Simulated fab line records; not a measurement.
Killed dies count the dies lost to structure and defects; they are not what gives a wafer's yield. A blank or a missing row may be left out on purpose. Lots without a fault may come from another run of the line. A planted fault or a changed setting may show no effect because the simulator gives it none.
The tool behind it: which one? + flow sky130 + 24 lots, 72 wafers sampled, at 5 steps of a route of 708

== WHAT EACH GAUGE READ, for each wafer ==
SKY_METAL2_RS_MEAS_05: measurement is done with a four-point probe. Usual: METAL2_ALCU_RS 0.1275 ohm/sq, standard deviation 0.0018.
| lot  | measured     | on            | METAL2_ALCU_RS (ohm/sq) | flag |
|------|--------------|---------------|-------------------------|------|
| L074 | day 33 14:52 | film-metro-01 | 0.1301 0.1313 0.1302    |      |
| L075 | day 33 17:41 | film-metro-02 | 0.1288 0.1302 0.1300    |      |
| L076 | day 34 12:07 | film-metro-01 | 0.1271 0.1262 0.1268    |      |
| L077 | day 34 14:31 | film-metro-04 | 0.1262 0.1275 0.1258    |      |
| L078 | day 35 02:13 | film-metro-04 | 0.1276 0.1279 0.1264    |      |
| L079 | day 35 21:59 | film-metro-02 | 0.1286 0.1268 0.1273    |      |
| L080 | day 36 04:18 | film-metro-04 | 0.1230 0.1243 0.1254    |      |
| L081 | day 36 09:10 | film-metro-04 | 0.1280 0.1272 0.1275    |      |
| L082 | day 36 21:42 | film-metro-01 | 0.1242 0.1247 0.1229    |      |
| L083 | day 37 03:08 | film-metro-02 | 0.1285 0.1297 0.1287    |      |
| L085 | day 37 23:44 | film-metro-02 | 0.1277 0.1297 0.1270    |      |
| L084 | day 38 03:24 | film-metro-04 | 0.1271 0.1279 0.1267    |      |
| L087 | day 38 13:47 | film-metro-02 | 0.1270 0.1278 0.1284    |      |
| L086 | day 38 14:26 | film-metro-02 | 0.1296 0.1308 0.1300    |      |
| L088 | day 38 20:55 | film-metro-01 | 0.1275 0.1266 0.1273    |      |
| L090 | day 39 03:43 | film-metro-02 | 0.1251 0.1243 0.1255    |      |
| L089 | day 39 04:19 | film-metro-04 | 0.1277 0.1257 0.1279    |      |
| L091 | day 39 07:19 | film-metro-01 | 0.1284 0.1272 0.1294    |      |
| L093 | day 39 22:19 | film-metro-02 | 0.1276 0.1263 0.1257    |      |
| L092 | day 40 01:11 | film-metro-02 | 0.1278 0.1279 0.1288    |      |
| L094 | day 40 07:14 | film-metro-02 | 0.1281 0.1259 0.1277    |      |
| L095 | day 40 10:58 | film-metro-02 | 0.1247 0.1276 0.1271    |      |
| L096 | day 40 14:49 | film-metro-04 | 0.1306 0.1288 0.1285    |      |
| L097 | day 41 00:15 | film-metro-04 | 0.1289 0.1277 0.1277    |      |

SKY_METAL2_OVL_MEAS_16. Usual: METAL2_OVL -3 nm, standard deviation 5.5.
| lot  | measured     | on         | METAL2_OVL (nm) | flag |
|------|--------------|------------|-----------------|------|
| L074 | day 34 17:19 | overlay-01 | -3 0 -4         |      |
| L075 | day 34 20:44 | overlay-02 | 8 0 -4          |      |
| L076 | day 35 14:41 | overlay-01 | 5 5 -1          |      |
| L077 | day 35 17:05 | overlay-02 | 2 -1 -1         |      |
| L078 | day 36 04:23 | overlay-02 | 3 -5 0          |      |
| L079 | day 36 23:56 | overlay-02 | -11 1 6         |      |
| L080 | day 37 06:55 | overlay-02 | -5 4 -2         |      |
| L081 | day 37 11:13 | overlay-01 | -13 -8 -14      |      |
| L082 | day 38 00:37 | overlay-01 | -14 -4 -7       |      |
| L083 | day 38 05:13 | overlay-02 | -5 -1 3         |      |
| L085 | day 39 01:29 | overlay-02 | -10 2 -5        |      |
| L084 | day 39 05:27 | overlay-01 | 1 -3 4          |      |
| L087 | day 39 15:02 | overlay-01 | -9 -7 -1        |      |
| L086 | day 39 16:02 | overlay-01 | -8 -17 -12      |      |
| L088 | day 39 21:50 | overlay-02 | 7 7 2           |      |
| L090 | day 40 05:05 | overlay-02 | 0 -2 -6         |      |
| L089 | day 40 05:26 | overlay-01 | -13 0 -9        |      |
| L091 | day 40 08:32 | overlay-01 | -6 1 -5         |      |
| L093 | day 40 22:33 | overlay-01 | -8 0 -1         |      |
| L092 | day 41 01:35 | overlay-02 | -1 3 2          |      |
| L094 | day 41 06:55 | overlay-02 | 10 1 -2         |      |
| L095 | day 41 11:19 | overlay-02 | -10 0 -10       |      |
| L096 | day 41 14:50 | overlay-02 | -6 -7 -5        |      |
| L097 | day 41 23:20 | overlay-02 | -4 1 -3         |      |

SKY_VIA3_BOW_MEAS_03. Usual: VIA3_BOW 78 um, standard deviation 8.3.
| lot  | measured     | on            | VIA3_BOW (um) | flag |
|------|--------------|---------------|---------------|------|
| L074 | day 38 05:14 | film-metro-02 | 67 84 75      |      |
| L075 | day 38 08:38 | film-metro-02 | 79 79 77      |      |
| L076 | day 39 01:53 | film-metro-03 | 76 59 64      |      |
| L077 | day 39 04:38 | film-metro-01 | 91 88 77      |      |
| L078 | day 39 14:43 | film-metro-03 | 71 77 75      |      |
| L079 | day 40 10:33 | film-metro-02 | 85 84 86      |      |
| L080 | day 40 15:50 | film-metro-02 | 78 82 86      |      |
| L081 | day 40 20:10 | film-metro-01 | 70 84 81      |      |
| L082 | day 41 08:25 | film-metro-03 | 64 64 79      |      |
| L083 | day 41 13:19 | film-metro-03 | 78 70 70      |      |
| L085 | day 42 07:28 | film-metro-03 | 74 78 84      |      |
| L084 | day 42 10:42 | film-metro-03 | 78 80 74      |      |
| L087 | day 42 19:12 | film-metro-03 | 73 68 70      |      |
| L086 | day 42 20:08 | film-metro-01 | 88 94 63      |      |
| L088 | day 43 03:01 | film-metro-02 | 86 94 81      |      |
| L090 | day 43 08:10 | film-metro-03 | 76 87 75      |      |
| L089 | day 43 08:44 | film-metro-01 | 82 89 70      |      |
| L091 | day 43 11:53 | film-metro-03 | 82 86 79      |      |
| L093 | day 43 23:27 | film-metro-02 | 81 75 76      |      |
| L092 | day 44 03:30 | film-metro-02 | 79 90 87      |      |
| L094 | day 44 09:34 | film-metro-03 | 86 76 76      |      |
| L095 | day 44 13:53 | film-metro-03 | 66 75 75      |      |
| L096 | day 44 16:52 | film-metro-02 | 90 97 96      |      |
| L097 | day 45 00:12 | film-metro-02 | 76 66 86      |      |

== EACH LOT AND THE TOOL THAT RAN IT (in order: tool; ch and the chambers of the sampled wafers; start) ==
| lot  | SKY_METAL2_SPUTTER_02        | SKY_METAL2_STRIP_20                  |
|------|------------------------------|--------------------------------------|
| L074 | pvd-sputter-01, day 33 14:46 | plasma-asher-01 ch 0,1, day 34 17:32 |
| L075 | pvd-sputter-03, day 33 17:35 | plasma-asher-01 ch 1, day 34 20:58   |
| L076 | pvd-sputter-01, day 34 12:00 | plasma-asher-01 ch 0,1, day 35 14:55 |
| L077 | pvd-sputter-02, day 34 14:25 | plasma-asher-04 ch 0,1, day 35 17:18 |
| L078 | pvd-sputter-03, day 35 02:07 | plasma-asher-01 ch 0,1, day 36 04:37 |
| L079 | pvd-sputter-01, day 35 21:53 | plasma-asher-04 ch 0,1, day 37 00:20 |
| L080 | pvd-sputter-02, day 36 04:11 | plasma-asher-04 ch 0,1, day 37 07:08 |
| L081 | pvd-sputter-01, day 36 09:03 | plasma-asher-04 ch 0, day 37 11:37   |
| L082 | pvd-sputter-02, day 36 21:35 | plasma-asher-01 ch 0,1, day 38 00:50 |
| L083 | pvd-sputter-03, day 37 03:01 | plasma-asher-04 ch 0,1, day 38 05:26 |
| L085 | pvd-sputter-02, day 37 23:38 | plasma-asher-02 ch 0, day 39 01:43   |
| L084 | pvd-sputter-03, day 38 03:16 | plasma-asher-02 ch 0,1, day 39 05:41 |
| L087 | pvd-sputter-02, day 38 13:40 | plasma-asher-04 ch 0,1, day 39 15:16 |
| L086 | pvd-sputter-03, day 38 14:20 | plasma-asher-04 ch 0,1, day 39 16:15 |
| L088 | pvd-sputter-01, day 38 20:48 | plasma-asher-02 ch 0,1, day 39 22:03 |
| L090 | pvd-sputter-02, day 39 03:38 | plasma-asher-04 ch 0,1, day 40 05:18 |
| L089 | pvd-sputter-01, day 39 04:12 | plasma-asher-02 ch 0,1, day 40 05:39 |
| L091 | pvd-sputter-03, day 39 07:13 | plasma-asher-01 ch 0,1, day 40 08:46 |
| L093 | pvd-sputter-03, day 39 22:11 | plasma-asher-04 ch 0,1, day 40 22:47 |
| L092 | pvd-sputter-03, day 40 01:06 | plasma-asher-01 ch 0,1, day 41 01:48 |
| L094 | pvd-sputter-01, day 40 07:08 | plasma-asher-02 ch 0,1, day 41 07:08 |
| L095 | pvd-sputter-02, day 40 10:53 | plasma-asher-01 ch 0,1, day 41 11:33 |
| L096 | pvd-sputter-03, day 40 14:43 | plasma-asher-01 ch 0,1, day 41 15:04 |
| L097 | pvd-sputter-01, day 41 00:10 | plasma-asher-02 ch 0,1, day 41 23:34 |
- SKY_METAL2_SPUTTER_02: material AlCu, target thk 250 nm, time 13.3 s.
- SKY_METAL2_STRIP_20: strips in O2/N2.

== AS READ BY THE TOOLS THEMSELVES (means over the sampled wafers that have a number; for cases with no such wafer, the mark the record gives instead) ==
SKY_METAL2_SPUTTER_02. Usual: throttle-valve-pct at 29.5 %, with a standard deviation of 1.
| lot  | tool           | throttle-valve-pct (%) | flag |
|------|----------------|------------------------|------|
| L074 | pvd-sputter-01 | 29.5                   |      |
| L075 | pvd-sputter-03 | 29.0                   |      |
| L076 | pvd-sputter-01 | 30.2                   |      |
| L077 | pvd-sputter-02 | 30.6                   |      |
| L078 | pvd-sputter-03 | 28.9                   |      |
| L079 | pvd-sputter-01 | 29.5                   |      |
| L080 | pvd-sputter-02 | 30.1                   |      |
| L081 | pvd-sputter-01 | 29.6                   |      |
| L082 | pvd-sputter-02 | 30.2                   |      |
| L083 | pvd-sputter-03 | 28.8                   |      |
| L085 | pvd-sputter-02 | 29.8                   |      |
| L084 | pvd-sputter-03 | 29.3                   |      |
| L087 | pvd-sputter-02 | 30.1                   |      |
| L086 | pvd-sputter-03 | 28.2                   |      |
| L088 | pvd-sputter-01 | 29.6                   |      |
| L090 | pvd-sputter-02 | 30.4                   |      |
| L089 | pvd-sputter-01 | 29.7                   |      |
| L091 | pvd-sputter-03 | 28.9                   |      |
| L093 | pvd-sputter-03 | 29.4                   |      |
| L092 | pvd-sputter-03 | 28.9                   |      |
| L094 | pvd-sputter-01 | 30.7                   |      |
| L095 | pvd-sputter-02 | 30.6                   |      |
| L096 | pvd-sputter-03 | 28.9                   |      |
| L097 | pvd-sputter-01 | 29.2                   |      |

SKY_METAL2_STRIP_20. Usual: drypump-motor-current-A 6.03 A, standard deviation 0.21; o2-flow-sccm 3000 sccm, standard deviation 9.3; oes-product-au 0.343 a.u., standard deviation 0.0051; strip-time-to-endpoint-s 2.68 s, standard deviation 0.055.
| lot  | tool            | drypump-motor-current-A (A) | o2-flow-sccm (sccm) | oes-product-au (a.u.) | strip-time-to-endpoint-s (s) | flag |
|------|-----------------|-----------------------------|---------------------|-----------------------|------------------------------|------|
| L074 | plasma-asher-01 | 6.12                        | 2992                | 0.345                 | 2.68                         |      |
| L075 | plasma-asher-01 | 6.10                        | 3005                | 0.347                 | 2.67                         |      |
| L076 | plasma-asher-01 | 6.10                        | 3003                | 0.344                 | 2.67                         |      |
| L077 | plasma-asher-04 | 6.09                        | 3007                | 0.345                 | 2.66                         |      |
| L078 | plasma-asher-01 | 6.11                        | 3000                | 0.341                 | 2.67                         |      |
| L079 | plasma-asher-04 | 6.09                        | 2999                | 0.343                 | 2.67                         |      |
| L080 | plasma-asher-04 | 6.09                        | 3006                | 0.343                 | 2.70                         |      |
| L081 | plasma-asher-04 | 6.00                        | 3009                | 0.342                 | 2.65                         |      |
| L082 | plasma-asher-01 | 6.12                        | 2998                | 0.346                 | 2.72                         |      |
| L083 | plasma-asher-04 | 6.08                        | 3000                | 0.346                 | 2.75                         |      |
| L085 | plasma-asher-02 | 5.92                        | 2999                | 0.347                 | 2.63                         |      |
| L084 | plasma-asher-02 | 5.69                        | 3004                | 0.345                 | 2.69                         |      |
| L087 | plasma-asher-04 | 6.11                        | 3001                | 0.346                 | 2.74                         |      |
| L086 | plasma-asher-04 | 6.21                        | 2997                | 0.337                 | 2.65                         |      |
| L088 | plasma-asher-02 | 5.66                        | 2997                | 0.339                 | 2.65                         |      |
| L090 | plasma-asher-04 | 6.10                        | 2996                | 0.340                 | 2.68                         |      |
| L089 | plasma-asher-02 | 5.81                        | 3003                | 0.342                 | 2.70                         |      |
| L091 | plasma-asher-01 | 6.10                        | 2995                | 0.348                 | 2.72                         |      |
| L093 | plasma-asher-04 | 6.18                        | 2991                | 0.338                 | 2.60                         |      |
| L092 | plasma-asher-01 | 6.13                        | 3001                | 0.341                 | 2.66                         |      |
| L094 | plasma-asher-02 | 5.69                        | 3000                | 0.350                 | 2.71                         |      |
| L095 | plasma-asher-01 | 6.15                        | 3003                | 0.336                 | 2.69                         |      |
| L096 | plasma-asher-01 | 6.12                        | 2993                | 0.339                 | 2.69                         |      |
| L097 | plasma-asher-02 | 5.69                        | 2996                | 0.346                 | 2.72                         |      |

== THE ANSWER, worked out from the rows above alone ==
Rule: take the mean of a lot's wafers that have a number; if it is more than 3 standard deviations from the usual mean, the lot is off. A lot without any number at a reading at which 4 lots or more have one is off too. Where the step has rows for the other lots, those lots are counted as sound. After the gauges, taken in route order, come the tools' own readings; for these a lot's mean is taken, as printed above. The first step at which some lot is off is used, and at that step the reading that is off furthest; a lot without a number counts as furthest.
No lot is off on any of the readings shown, so nothing can be concluded from this.

== WHAT WAS PUT IN BY THE SIMULATOR ==
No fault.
